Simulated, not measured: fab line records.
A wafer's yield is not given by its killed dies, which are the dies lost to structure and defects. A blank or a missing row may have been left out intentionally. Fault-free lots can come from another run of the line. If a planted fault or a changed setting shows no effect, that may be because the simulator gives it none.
A single fault, viewed from 2 desks ; flow sky130 ; each desk has only its own numbers; what lay behind them comes last

THE METROLOGY DESK
What the gauges read, lot by lot, whatever tool the lot ran on: means of the sampled wafers that have a number. The brackets show how far a lot's mean lies from the usual mean; more than 4 standard deviations puts the lot out of limits, marked OUT.
Columns: A = SPACER_CVD_00_THK at SKY_SPACER_THK_MEAS_01, usual 43.1 nm; B = cd_nm at SKY_POLY_CUT_CD_MEAS_08, usual 270.5 nm; C = LI_CONTACT_BOW at SKY_LI_CONTACT_BOW_MEAS_03, usual 57 um; D = LI_CONTACT_W_RS at SKY_LI_CONTACT_RS_MEAS_22, usual 0.281 ohm/sq
lot;first seen here;A;B;C;D
L911;day 22 16:32;43.0;268.9;62;0.283
L912;day 23 14:12;42.6;271.1;58;0.282
L913;day 23 15:22;42.7;270.0;54;0.279
L914;day 24 09:26;42.7;271.4;63;0.280
L915;day 24 10:37;42.9;271.5;59;0.285
L916;day 25 04:34;43.1;270.7;60;0.290
L917;day 25 08:17;43.5;270.5;53;0.283
L918;day 25 15:31;42.7;270.6;58;0.276
L926;day 28 11:01;49.5 (+16) OUT;271.0;56;0.289
L927;day 28 20:44;49.3 (+15) OUT;268.4;54;0.278
This desk's finding: out of limits on L926, L927; first on L926, day 28 11:01 (SPACER_CVD_00_THK at SKY_SPACER_THK_MEAS_01). Within limits: L911, L912, L913, L914, L915, L916, L917, L918.

DESK OF THE TOOL OWNER: lpcvd-02
The tool's own readings at SKY_SPACER_CVD_00 (deposits Si3N4 from DCS/NH3, target thk 43.1 nm, time 740 s): means of the sampled wafers that have a number, for each lot that ran on this tool. The brackets show how far a lot's mean lies from the usual mean; more than 4 standard deviations puts the lot out of limits, marked OUT.
Columns: A = spike_tc_bottom_C at SKY_SPACER_CVD_00, usual 786.9 C; B = spike_tc_centre_C at SKY_SPACER_CVD_00, usual 770.2 C; C = spike_tc_lower_C at SKY_SPACER_CVD_00, usual 769.8 C; D = spike_tc_top_C at SKY_SPACER_CVD_00, usual 781.3 C; E = spike_tc_upper_C at SKY_SPACER_CVD_00, usual 769.3 C; F = susceptor_temp_C at SKY_SPACER_CVD_00, usual 770.0 C
lot;first seen here;A;B;C;D;E;F
L911;day 22 15:18;787.0;770.1;769.9;780.5;769.2;770.0
L912;day 23 12:58;786.4;770.7;769.5;780.3;769.2;770.3
L913;day 23 14:10;786.5;771.1;768.8;780.9;769.2;770.0
L914;day 24 07:37;788.7;769.6;770.8;783.6;769.5;769.9
L915;day 24 09:25;785.1;769.1;770.2;779.7;768.8;769.8
L916;day 25 03:21;788.9;770.8;770.8;784.5;769.3;770.0
L917;day 25 07:04;786.8;769.7;768.9;779.8;769.7;769.4
L918;day 25 14:19;786.6;770.2;770.4;780.5;769.3;769.8
L926;day 28 09:12;793.7 (+4.8) OUT;778.0 (+7.8) OUT;776.5 (+6.7) OUT;787.7;774.7 (+4.9) OUT;776.5 (+19) OUT
L927;day 28 19:32;792.4;776.5 (+6.3) OUT;777.1 (+7.3) OUT;787.4;776.3 (+6.4) OUT;777.0 (+20) OUT
This desk finds L926, L927 out of limits, L926 being first, at day 28 09:12 (spike_tc_bottom_C at SKY_SPACER_CVD_00). Within limits: L911, L912, L913, L914, L915, L916, L917, L918.

PUT TOGETHER
The tool owner's desk could have raised an alarm at day 28 09:12, on L926, L927.
At day 28 11:01 the metrology desk could have sounded an alarm, on L926, L927.
SKY_SPACER_CVD_00 was run on lpcvd-02 by each of the lots named.

WHAT HAD BEEN PUT IN BY THE SIMULATOR
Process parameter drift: lpcvd-02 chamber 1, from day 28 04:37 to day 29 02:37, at SKY_SPACER_CVD_00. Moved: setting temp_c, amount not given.
Shown lots that were struck: L926, L927.
Time in hours from fault onset to the first out-of-limits reading at each desk: tool owner's desk 5, metrology desk 6.
